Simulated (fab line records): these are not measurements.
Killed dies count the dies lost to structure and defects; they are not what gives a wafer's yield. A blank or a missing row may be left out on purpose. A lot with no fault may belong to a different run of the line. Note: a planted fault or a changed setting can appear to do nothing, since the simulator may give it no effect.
Which tool is to blame? || flow sky130 || 11 lots, 33 wafers sampled, at 2 steps of a route of 708

## WHAT THE GAUGES READ, wafer by wafer
SKY_FIELD_ISO_THK_MEAS_23.
{"lot": "L437", "measured": "day 2 07:05", "on": "film-metro-02", "FIELD_ISO_OXIDATION_01_THK (nm)": "10.10 9.99 9.89"}
{"lot": "L438", "measured": "day 2 11:25", "on": "film-metro-04", "FIELD_ISO_OXIDATION_01_THK (nm)": "10.39 10.37 10.20"}
{"lot": "L439", "measured": "day 2 19:25", "on": "film-metro-04", "FIELD_ISO_OXIDATION_01_THK (nm)": "10.15 10.18 10.07"}
{"lot": "L440", "measured": "day 2 23:26", "on": "film-metro-04", "FIELD_ISO_OXIDATION_01_THK (nm)": "10.33 10.06 10.23"}
{"lot": "L441", "measured": "day 3 04:52", "on": "film-metro-02", "FIELD_ISO_OXIDATION_01_THK (nm)": "9.88 9.99 10.07"}
{"lot": "L448", "measured": "day 4 15:50", "on": "film-metro-02", "FIELD_ISO_OXIDATION_01_THK (nm)": "10.16 10.08 10.07"}
{"lot": "L449", "measured": "day 4 21:04", "on": "film-metro-04", "FIELD_ISO_OXIDATION_01_THK (nm)": "10.05 9.93 10.34"}
{"lot": "L455", "measured": "day 6 02:51", "on": "film-metro-03", "FIELD_ISO_OXIDATION_01_THK (nm)": "10.32 10.51 10.21"}
{"lot": "L457", "measured": "day 6 14:19", "on": "film-metro-02", "FIELD_ISO_OXIDATION_01_THK (nm)": "10.08 10.04 9.79"}
{"lot": "L459", "measured": "day 7 00:29", "on": "film-metro-02", "FIELD_ISO_OXIDATION_01_THK (nm)": "10.19 10.00 10.13"}
{"lot": "L460", "measured": "day 7 08:11", "on": "film-metro-04", "FIELD_ISO_OXIDATION_01_THK (nm)": "10.25 10.14 10.19"}

## WHAT TOOL EACH LOT RAN ON (gives the tool, then ch and the chambers of the sampled wafers, and finally the start)
{"lot": "L437", "SKY_FIELD_ISO_ETCH_17": "rie-si-02 ch 0,1, day 2 05:34"}
{"lot": "L438", "SKY_FIELD_ISO_ETCH_17": "rie-si-01 ch 2,3, day 2 09:50"}
{"lot": "L439", "SKY_FIELD_ISO_ETCH_17": "rie-si-01 ch 0,1,3, day 2 16:05"}
{"lot": "L440", "SKY_FIELD_ISO_ETCH_17": "rie-si-02 ch 0,1,2, day 2 20:26"}
{"lot": "L441", "SKY_FIELD_ISO_ETCH_17": "rie-si-01 ch 2,3, day 3 02:08"}
{"lot": "L448", "SKY_FIELD_ISO_ETCH_17": "rie-si-02 ch 1,2, day 4 13:58"}
{"lot": "L449", "SKY_FIELD_ISO_ETCH_17": "rie-si-01 ch 0,1,3, day 4 18:25"}
{"lot": "L455", "SKY_FIELD_ISO_ETCH_17": "rie-si-02 ch 1,3, day 6 01:20"}
{"lot": "L457", "SKY_FIELD_ISO_ETCH_17": "rie-si-02 ch 0,2,3, day 6 12:38"}
{"lot": "L459", "SKY_FIELD_ISO_ETCH_17": "rie-si-01 ch 0,1,2, day 6 22:58"}
{"lot": "L460", "SKY_FIELD_ISO_ETCH_17": "rie-si-02 ch 0,1,3, day 7 04:08"}
- SKY_FIELD_ISO_ETCH_17: etches Si in HBr/Cl2/O2, target depth 342 nm, time 97.7 s.

## AS READ BY THE TOOLS THEMSELVES (means over the sampled wafers that have a number; for cases with no such wafer, the mark the record gives instead)
SKY_FIELD_ISO_ETCH_17.
{"lot": "L437", "tool": "rie-si-02", "drypump-motor-current-A (A)": 5.33, "oes-product-au (a.u.)": 1.006, "throttle-valve-pct (%)": 25.652}
{"lot": "L438", "tool": "rie-si-01", "drypump-motor-current-A (A)": 5.21, "oes-product-au (a.u.)": 0.993, "throttle-valve-pct (%)": 25.653}
{"lot": "L439", "tool": "rie-si-01", "drypump-motor-current-A (A)": 5.69, "oes-product-au (a.u.)": 0.997, "throttle-valve-pct (%)": 25.662}
{"lot": "L440", "tool": "rie-si-02", "drypump-motor-current-A (A)": 5.30, "oes-product-au (a.u.)": 0.993, "throttle-valve-pct (%)": 25.669}
{"lot": "L441", "tool": "rie-si-01", "drypump-motor-current-A (A)": 5.26, "oes-product-au (a.u.)": 0.995, "throttle-valve-pct (%)": 25.664}
{"lot": "L448", "tool": "rie-si-02", "drypump-motor-current-A (A)": 5.27, "oes-product-au (a.u.)": 1.004, "throttle-valve-pct (%)": 25.650}
{"lot": "L449", "tool": "rie-si-01", "drypump-motor-current-A (A)": 5.69, "oes-product-au (a.u.)": 0.997, "throttle-valve-pct (%)": 25.661}
{"lot": "L455", "tool": "rie-si-02", "drypump-motor-current-A (A)": 5.42, "oes-product-au (a.u.)": 1.002, "throttle-valve-pct (%)": 25.661}
{"lot": "L457", "tool": "rie-si-02", "drypump-motor-current-A (A)": 5.45, "oes-product-au (a.u.)": 1.004, "throttle-valve-pct (%)": 25.652}
{"lot": "L459", "tool": "rie-si-01", "drypump-motor-current-A (A)": 5.73, "oes-product-au (a.u.)": 1.004, "throttle-valve-pct (%)": 25.655}
{"lot": "L460", "tool": "rie-si-02", "drypump-motor-current-A (A)": 5.47, "oes-product-au (a.u.)": 1.008, "throttle-valve-pct (%)": 25.651}

## THE ANSWER, worked out from the rows above alone
Rule: usual is defined by the lots themselves. The widest of any qualifying gaps counts: lots, ordered by their means at a reading, are off when they make up no more than a third of the lots, leave a main group of 4 or more, and stand apart from it by 3 or more times the standard deviation of that group's means. Not used: any main group whose means are identical at the precision the tables above print for the reading. A lot without any number at a reading at which 4 lots or more have one is off too. All remaining lots with rows at the step are treated as sound. After the gauges, taken in route order, come the tools' own readings; for these a lot's mean is taken, as printed above. The first step at which some lot is off is used, and at that step the reading that is off furthest; a lot without a number counts as furthest.
Across all readings shown, no lot is off: no conclusion can be drawn from this.

## WHAT THE SIMULATOR HAD INSERTED
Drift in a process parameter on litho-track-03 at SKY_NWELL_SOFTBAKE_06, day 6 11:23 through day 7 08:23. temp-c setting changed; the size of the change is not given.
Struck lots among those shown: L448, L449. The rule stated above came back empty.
